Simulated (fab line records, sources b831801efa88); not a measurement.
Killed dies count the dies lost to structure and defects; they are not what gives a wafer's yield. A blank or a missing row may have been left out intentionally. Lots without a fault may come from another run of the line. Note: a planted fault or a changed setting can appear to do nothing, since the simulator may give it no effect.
Matching of chambers -- flow gf180mcu -- 4 sister chambers for GF_CONTACT_CMP_04 on cmp-01
The step polishes SiO2. 8 wafers are shown with their chamber, then 7 later ones without.

WAFERS PAIRED WITH THEIR CHAMBERS
wafer,chamber,motor_current_A (A),time_to_endpoint_s (s)
L163.2,1,12.5,116
L163.3,2,12.5,114
L162.4,3,11.5,109
L162.6,0,12.5,106
L166.3,3,11.2,84
L166.5,0,12.3,88
L166.6,1,12.5,104
L167.2,2,11.7,88

WAFERS WITHOUT THEIR CHAMBER
wafer,motor_current_A (A),time_to_endpoint_s (s)
L167.5,12.7,86
L176.1,13.3,119
L176.3,12.1,118
L176.4,12.3,109
L177.2,12.6,105
L177.3,10.3,113
L177.5,13.1,125

CHAMBER TAKEN BY EACH
wafer,from the rows above,in truth
L167.5,can't be placed: 0 or 1 or 2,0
L176.1,can't be placed: 1 or 0 or 2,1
L176.3,can't be placed: 2 or 1 or 0 or 3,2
L176.4,can't be placed: 1 or 2 or 0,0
L177.2,can't be placed: 1 or 0 or 2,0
L177.3,3,3
L177.5,can't be placed: 1 or 0 or 2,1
Correct placement for 1 of the 7. Not placeable from these rows: 6 (in 6, the candidates include the true chamber). Number placed wrongly: 0.
How it was worked out, from the rows above alone: a wafer's distance from a chamber is the root of the sum, over the readings, of the square of ((its reading less the chamber's mean) divided by the reading's scatter). If the next closest chamber is less than 2 further off than the closest, the wafer can't be placed; otherwise it belongs to the closest. A chamber's mean is the mean of its shown wafers. The scatter is the square root of a quotient: the sum, over the shown wafers, of each reading's squared deviation from its chamber's mean, divided by wafers minus chambers.
